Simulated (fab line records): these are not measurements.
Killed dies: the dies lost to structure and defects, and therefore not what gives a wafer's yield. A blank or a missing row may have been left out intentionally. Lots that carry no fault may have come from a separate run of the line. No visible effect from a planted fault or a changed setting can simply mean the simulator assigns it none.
Which tool is to blame? :: flow sky130 :: 11 lots with 33 wafers sampled at 5 steps, on a route of 708 steps

## WHAT THE GAUGES SHOWED, per wafer
SKY_PASSIVATION_THK_MEAS_03.
lot: L942
measured: day 44 00:14
on: filmMetro-03
PASSIVATION_CVD_02_THK (nm): 532 527 543

lot: L943
measured: day 44 07:53
on: filmMetro-03
PASSIVATION_CVD_02_THK (nm): 535 546 540

lot: L944
measured: day 44 12:17
on: filmMetro-04
PASSIVATION_CVD_02_THK (nm): 535 544 544

lot: L947
measured: day 45 11:28
on: filmMetro-01
PASSIVATION_CVD_02_THK (nm): 522 537 537

lot: L949
measured: day 45 17:35
on: filmMetro-03
PASSIVATION_CVD_02_THK (nm): 533 540 544

lot: L952
measured: day 46 16:26
on: filmMetro-04
PASSIVATION_CVD_02_THK (nm): 534 539 539

lot: L954
measured: day 47 06:13
on: filmMetro-04
PASSIVATION_CVD_02_THK (nm): 539 532 548

lot: L960
measured: day 48 21:19
on: filmMetro-01
PASSIVATION_CVD_02_THK (nm): 527 546 545

lot: L962
measured: day 48 23:16
on: filmMetro-03
PASSIVATION_CVD_02_THK (nm): 539 540 547

lot: L964
measured: day 49 06:42
on: filmMetro-04
PASSIVATION_CVD_02_THK (nm): 538 538 547

lot: L965
measured: day 49 11:59
on: filmMetro-04
PASSIVATION_CVD_02_THK (nm): 543 548 537

## WHAT TOOL EACH LOT RAN ON (gives the tool, then ch and the chambers of the sampled wafers, and finally the start)
lot: L942
SKY_VIA4_STRIP_13: plasmaAsher-03 ch 0, day 42 23:03
SKY_VIA4_CMP_21: cmp-02 ch 0,1,3, day 43 00:02
SKY_METAL5_COAT_09: lithoTrack-02 ch 0, day 43 11:09
SKY_METAL5_STRIP_16: plasmaAsher-01 ch 0,1, day 43 23:20

lot: L943
SKY_VIA4_STRIP_13: plasmaAsher-03 ch 0,1, day 43 06:37
SKY_VIA4_CMP_21: cmp-01 ch 0,2,3, day 43 07:44
SKY_METAL5_COAT_09: lithoTrack-04 ch 0, day 43 19:08
SKY_METAL5_STRIP_16: plasmaAsher-04 ch 1, day 44 06:58

lot: L944
SKY_VIA4_STRIP_13: plasmaAsher-02 ch 0,1, day 43 10:58
SKY_VIA4_CMP_21: cmp-02 ch 0,3, day 43 11:57
SKY_METAL5_COAT_09: lithoTrack-04 ch 0, day 44 00:10
SKY_METAL5_STRIP_16: plasmaAsher-03 ch 0,1, day 44 11:23

lot: L947
SKY_VIA4_STRIP_13: plasmaAsher-03 ch 0, day 44 10:16
SKY_VIA4_CMP_21: cmp-02 ch 0,1, day 44 11:32
SKY_METAL5_COAT_09: lithoTrack-01 ch 0, day 44 23:10
SKY_METAL5_STRIP_16: plasmaAsher-01 ch 0,1, day 45 10:32

lot: L949
SKY_VIA4_STRIP_13: plasmaAsher-02 ch 0,1, day 44 17:55
SKY_VIA4_CMP_21: cmp-01 ch 0,1, day 44 18:54
SKY_METAL5_COAT_09: lithoTrack-04 ch 0, day 45 06:35
SKY_METAL5_STRIP_16: plasmaAsher-01 ch 0,1, day 45 16:41

lot: L952
SKY_VIA4_STRIP_13: plasmaAsher-02 ch 0,1, day 45 17:10
SKY_VIA4_CMP_21: cmp-01 ch 0,1, day 45 18:13
SKY_METAL5_COAT_09: lithoTrack-01 ch 0, day 46 05:44
SKY_METAL5_STRIP_16: plasmaAsher-01 ch 0,1, day 46 15:20

lot: L954
SKY_VIA4_STRIP_13: plasmaAsher-04 ch 0,1, day 46 06:48
SKY_VIA4_CMP_21: cmp-01 ch 0,2,3, day 46 08:23
SKY_METAL5_COAT_09: lithoTrack-01 ch 0, day 46 18:07
SKY_METAL5_STRIP_16: plasmaAsher-03 ch 0,1, day 47 05:20

lot: L960
SKY_VIA4_STRIP_13: plasmaAsher-02 ch 0,1, day 48 00:07
SKY_VIA4_CMP_21: cmp-01 ch 0,1,2, day 48 01:14
SKY_METAL5_COAT_09: lithoTrack-04 ch 0, day 48 09:58
SKY_METAL5_STRIP_16: plasmaAsher-01 ch 0,1, day 48 20:26

lot: L962
SKY_VIA4_STRIP_13: plasmaAsher-04 ch 0,1, day 48 01:43
SKY_VIA4_CMP_21: cmp-02 ch 0,2,3, day 48 02:55
SKY_METAL5_COAT_09: lithoTrack-01 ch 0, day 48 11:32
SKY_METAL5_STRIP_16: plasmaAsher-04 ch 0,1, day 48 22:14

lot: L964
SKY_VIA4_STRIP_13: plasmaAsher-03 ch 0, day 48 09:28
SKY_VIA4_CMP_21: cmp-02 ch 0,2,3, day 48 10:27
SKY_METAL5_COAT_09: lithoTrack-02 ch 0, day 48 20:47
SKY_METAL5_STRIP_16: plasmaAsher-04 ch 0,1, day 49 05:46

lot: L965
SKY_VIA4_STRIP_13: plasmaAsher-04 ch 0,1, day 48 15:07
SKY_VIA4_CMP_21: cmp-02 ch 0,1,2, day 48 16:16
SKY_METAL5_COAT_09: lithoTrack-01 ch 0, day 49 01:55
SKY_METAL5_STRIP_16: plasmaAsher-04 ch 0,1, day 49 10:41
- SKY_VIA4_STRIP_13: strips in O2/N2.
- SKY_VIA4_CMP_21: polishes, stops on SiO2, t overpolish 25 s, target thk 0 nm.
- SKY_METAL5_COAT_09: resist thk 1800 nm.
- SKY_METAL5_STRIP_16: strips in O2/N2.

## AS READ BY THE TOOLS THEMSELVES (means over the sampled wafers that have a number; for cases with no such wafer, the mark the record gives instead)
SKY_VIA4_STRIP_13.
lot: L942
tool: plasmaAsher-03
drypumpMotorCurrentA (A): 5.79
oesProductAu (a.u.): 0.709
stripTimeToEndpointS (s): 12.80

lot: L943
tool: plasmaAsher-03
drypumpMotorCurrentA (A): 5.75
oesProductAu (a.u.): 0.711
stripTimeToEndpointS (s): 12.77

lot: L944
tool: plasmaAsher-02
drypumpMotorCurrentA (A): 5.91
oesProductAu (a.u.): 0.711
stripTimeToEndpointS (s): 12.85

lot: L947
tool: plasmaAsher-03
drypumpMotorCurrentA (A): 5.81
oesProductAu (a.u.): 0.711
stripTimeToEndpointS (s): 12.81

lot: L949
tool: plasmaAsher-02
drypumpMotorCurrentA (A): 5.97
oesProductAu (a.u.): 0.711
stripTimeToEndpointS (s): 12.81

lot: L952
tool: plasmaAsher-02
drypumpMotorCurrentA (A): 5.97
oesProductAu (a.u.): 0.708
stripTimeToEndpointS (s): 12.79

lot: L954
tool: plasmaAsher-04
drypumpMotorCurrentA (A): 5.50
oesProductAu (a.u.): 0.713
stripTimeToEndpointS (s): 12.80

lot: L960
tool: plasmaAsher-02
drypumpMotorCurrentA (A): 5.88
oesProductAu (a.u.): 0.707
stripTimeToEndpointS (s): 12.82

lot: L962
tool: plasmaAsher-04
drypumpMotorCurrentA (A): 5.52
oesProductAu (a.u.): 0.710
stripTimeToEndpointS (s): 12.91

lot: L964
tool: plasmaAsher-03
drypumpMotorCurrentA (A): 5.83
oesProductAu (a.u.): 0.710
stripTimeToEndpointS (s): 12.82

lot: L965
tool: plasmaAsher-04
drypumpMotorCurrentA (A): 5.52
oesProductAu (a.u.): 0.708
stripTimeToEndpointS (s): 12.84

SKY_VIA4_CMP_21.
lot: L942
tool: cmp-02
motorCurrentA (A): 11.0
overpolishRunS (s): 24.996
slurryFilterDpKPa (kPa): 13.45
timeToEndpointS (s): 128

lot: L943
tool: cmp-01
motorCurrentA (A): 11.5
overpolishRunS (s): 24.990
slurryFilterDpKPa (kPa): 13.57
timeToEndpointS (s): 120

lot: L944
tool: cmp-02
motorCurrentA (A): 10.6
overpolishRunS (s): 25.000
slurryFilterDpKPa (kPa): 13.50
timeToEndpointS (s): 129

lot: L947
tool: cmp-02
motorCurrentA (A): 11.5
overpolishRunS (s): 25.002
slurryFilterDpKPa (kPa): 13.50
timeToEndpointS (s): 125

lot: L949
tool: cmp-01
motorCurrentA (A): 10.4
overpolishRunS (s): 24.996
slurryFilterDpKPa (kPa): 13.50
timeToEndpointS (s): 118

lot: L952
tool: cmp-01
motorCurrentA (A): 10.4
overpolishRunS (s): 25.008
slurryFilterDpKPa (kPa): 13.53
timeToEndpointS (s): 120

lot: L954
tool: cmp-01
motorCurrentA (A): 10.9
overpolishRunS (s): 25.003
slurryFilterDpKPa (kPa): 13.62
timeToEndpointS (s): 121

lot: L960
tool: cmp-01
motorCurrentA (A): 10.9
overpolishRunS (s): 24.999
slurryFilterDpKPa (kPa): 13.41
timeToEndpointS (s): 127

lot: L962
tool: cmp-02
motorCurrentA (A): 11.7
overpolishRunS (s): 24.997
slurryFilterDpKPa (kPa): 13.47
timeToEndpointS (s): 125

lot: L964
tool: cmp-02
motorCurrentA (A): 12.0
overpolishRunS (s): 25.001
slurryFilterDpKPa (kPa): 13.58
timeToEndpointS (s): 123

lot: L965
tool: cmp-02
motorCurrentA (A): 11.9
overpolishRunS (s): 25.007
slurryFilterDpKPa (kPa): 13.69
timeToEndpointS (s): 124

SKY_METAL5_COAT_09.
lot: L942
tool: lithoTrack-02
resistLineTempC (C): 23.14

lot: L943
tool: lithoTrack-04
resistLineTempC (C): 23.00

lot: L944
tool: lithoTrack-04
resistLineTempC (C): 22.96

lot: L947
tool: lithoTrack-01
resistLineTempC (C): 22.99

lot: L949
tool: lithoTrack-04
resistLineTempC (C): 23.04

lot: L952
tool: lithoTrack-01
resistLineTempC (C): 22.99

lot: L954
tool: lithoTrack-01
resistLineTempC (C): 23.09

lot: L960
tool: lithoTrack-04
resistLineTempC (C): 23.03

lot: L962
tool: lithoTrack-01
resistLineTempC (C): 23.15

lot: L964
tool: lithoTrack-02
resistLineTempC (C): 23.03

lot: L965
tool: lithoTrack-01
resistLineTempC (C): 22.97

SKY_METAL5_STRIP_16.
lot: L942
tool: plasmaAsher-01
drypumpMotorCurrentA (A): 6.3
oesProductAu (a.u.): 0.709
stripTimeToEndpointS (s): 12.96

lot: L943
tool: plasmaAsher-04
drypumpMotorCurrentA (A): 5.3
oesProductAu (a.u.): 0.713
stripTimeToEndpointS (s): 13.16

lot: L944
tool: plasmaAsher-03
drypumpMotorCurrentA (A): 5.8
oesProductAu (a.u.): 0.706
stripTimeToEndpointS (s): 13.18

lot: L947
tool: plasmaAsher-01
drypumpMotorCurrentA (A): 6.5
oesProductAu (a.u.): 0.710
stripTimeToEndpointS (s): 13.05

lot: L949
tool: plasmaAsher-01
drypumpMotorCurrentA (A): 6.3
oesProductAu (a.u.): 0.710
stripTimeToEndpointS (s): 12.97

lot: L952
tool: plasmaAsher-01
drypumpMotorCurrentA (A): 6.3
oesProductAu (a.u.): 0.713
stripTimeToEndpointS (s): 13.07

lot: L954
tool: plasmaAsher-03
drypumpMotorCurrentA (A): 5.7
oesProductAu (a.u.): 0.715
stripTimeToEndpointS (s): 13.14

lot: L960
tool: plasmaAsher-01
drypumpMotorCurrentA (A): 6.3
oesProductAu (a.u.): 0.714
stripTimeToEndpointS (s): 14.39

lot: L962
tool: plasmaAsher-04
drypumpMotorCurrentA (A): 5.5
oesProductAu (a.u.): 0.713
stripTimeToEndpointS (s): 12.96

lot: L964
tool: plasmaAsher-04
drypumpMotorCurrentA (A): 5.5
oesProductAu (a.u.): 0.707
stripTimeToEndpointS (s): 13.11

lot: L965
tool: plasmaAsher-04
drypumpMotorCurrentA (A): 5.5
oesProductAu (a.u.): 0.710
stripTimeToEndpointS (s): 13.11

## THE ANSWER, worked out from the rows above alone
Rule: the usual values come from the lots themselves. The widest of any qualifying gaps counts: lots, ordered by their means at a reading, are off when they make up no more than a third of the lots, leave a main group of 4 or more, and stand apart from it by 3 or more times the standard deviation of that group's means. A main group whose means are all the same, to the digits that the tables above print for the reading, isn't used. Also off: a lot with no number at a reading for which 4 or more lots have one. The other lots that the step has rows for count as sound. First the gauges in route order, then the tools' own readings, where a lot's mean is used as printed above. At the first step where some lot is off, the reading lying furthest off is the one used; lots without a number count as furthest.
Off: L960 (SKY_METAL5_STRIP_16, stripTimeToEndpointS). Mean 13.07 s and standard deviation 0.079 in the main group.
If a tool, at that step or one of the process steps before it, ran each lot that is off and ran no sound lot following the first of them, it fits. Can't be told from this: 4 tools fit, plasmaAsher-02 at SKY_VIA4_STRIP_13, cmp-01 at SKY_VIA4_CMP_21, lithoTrack-04 at SKY_METAL5_COAT_09, plasmaAsher-01 at SKY_METAL5_STRIP_16.

## WHAT THE SIMULATOR HAD PUT IN
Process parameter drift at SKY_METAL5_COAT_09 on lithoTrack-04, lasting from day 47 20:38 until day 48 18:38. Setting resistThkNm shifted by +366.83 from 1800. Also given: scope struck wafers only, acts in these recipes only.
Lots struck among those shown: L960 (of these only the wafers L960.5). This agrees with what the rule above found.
